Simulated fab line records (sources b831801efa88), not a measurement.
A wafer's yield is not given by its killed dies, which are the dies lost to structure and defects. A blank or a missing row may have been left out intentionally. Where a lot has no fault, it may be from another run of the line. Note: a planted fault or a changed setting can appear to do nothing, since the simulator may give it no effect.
Which tool did it?    flow gf180mcu    13 lots, 39 wafers sampled, at 2 steps of a route of 602

== WHAT THE GAUGES READ, wafer by wafer ==
GF_M5_CD_MEAS_07: target cd 280 nm.
lot   measured      on        cdNm (nm)
L753  day 26 12:27  cdSem-02  281.0 281.6 280.9
L755  day 27 05:16  cdSem-02  280.3 280.0 279.0
L756  day 27 15:33  cdSem-01  282.3 283.0 282.6
L757  day 27 23:31  cdSem-01  282.2 281.1 280.3
L758  day 28 11:32  cdSem-02  281.5 280.6 279.8
L759  day 28 18:46  cdSem-02  281.7 283.2 282.4
L760  day 29 02:58  cdSem-02  280.0 279.4 280.5
L770  day 31 12:58  cdSem-01  279.7 279.3 278.8
L771  day 32 03:41  cdSem-01  277.3 277.8 277.0
L772  day 32 05:48  cdSem-02  278.6 277.2 278.2
L773  day 32 09:48  cdSem-02  279.0 278.9 279.1
L774  day 32 18:04  cdSem-01  282.6 281.6 281.1
L775  day 33 01:28  cdSem-02  279.3 280.7 279.7

== WHICH TOOL RAN EACH LOT (tool, then ch and the chambers of the sampled wafers, then the start) ==
lot   GF_V4_CVD_23
L753  cvdW-02 ch 0,1, day 24 15:54
L755  cvdW-01 ch 0,1, day 25 10:47
L756  cvdW-01 ch 0,1, day 25 22:08
L757  cvdW-02 ch 0,1, day 26 05:52
L758  cvdW-02 ch 0,1, day 26 18:35
L759  cvdW-02 ch 0,1, day 27 01:55
L760  cvdW-02 ch 0,1, day 27 10:40
L770  cvdW-01 ch 0,1, day 30 00:09
L771  cvdW-01 ch 0,1, day 30 14:27
L772  cvdW-02 ch 0,1, day 30 17:22
L773  cvdW-02 ch 0,1, day 30 22:36
L774  cvdW-01 ch 0,1, day 31 06:44
L775  cvdW-02 ch 0,1, day 31 15:40
- GF_V4_CVD_23: deposits W, target thk 350 nm, time 104.9 s.

== WHAT THE TOOLS THEMSELVES READ (means of the sampled wafers that have a number; where no wafer has one, the mark that the record gives instead) ==
GF_V4_CVD_23.
lot   tool     heaterPowerW (W)
L753  cvdW-02  871
L755  cvdW-01  928
L756  cvdW-01  919
L757  cvdW-02  843
L758  cvdW-02  852
L759  cvdW-02  840
L760  cvdW-02  849
L770  cvdW-01  915
L771  cvdW-01  930
L772  cvdW-02  843
L773  cvdW-02  855
L774  cvdW-01  924
L775  cvdW-02  859

== THE ANSWER, worked out from the rows above alone ==
Rule: usual is defined by the lots themselves. The widest of any qualifying gaps counts: lots, ordered by their means at a reading, are off when they make up no more than a third of the lots, leave a main group of 4 or more, and stand apart from it by 3 or more times the standard deviation of that group's means. If all means in a main group match to the digits the tables above print for the reading, that group is not used. Also off: a lot with no number at a reading for which 4 or more lots have one. Where the step has rows for the other lots, those lots are counted as sound. Order of review: gauges by route order, followed by the tools' own readings, for which a lot's mean as printed above is used. The first step at which some lot is off is used, and at that step the reading that is off furthest; a lot without a number counts as furthest.
None of the lots is off at any reading shown; this tells nothing.

== WHAT THE SIMULATOR PUT IN ==
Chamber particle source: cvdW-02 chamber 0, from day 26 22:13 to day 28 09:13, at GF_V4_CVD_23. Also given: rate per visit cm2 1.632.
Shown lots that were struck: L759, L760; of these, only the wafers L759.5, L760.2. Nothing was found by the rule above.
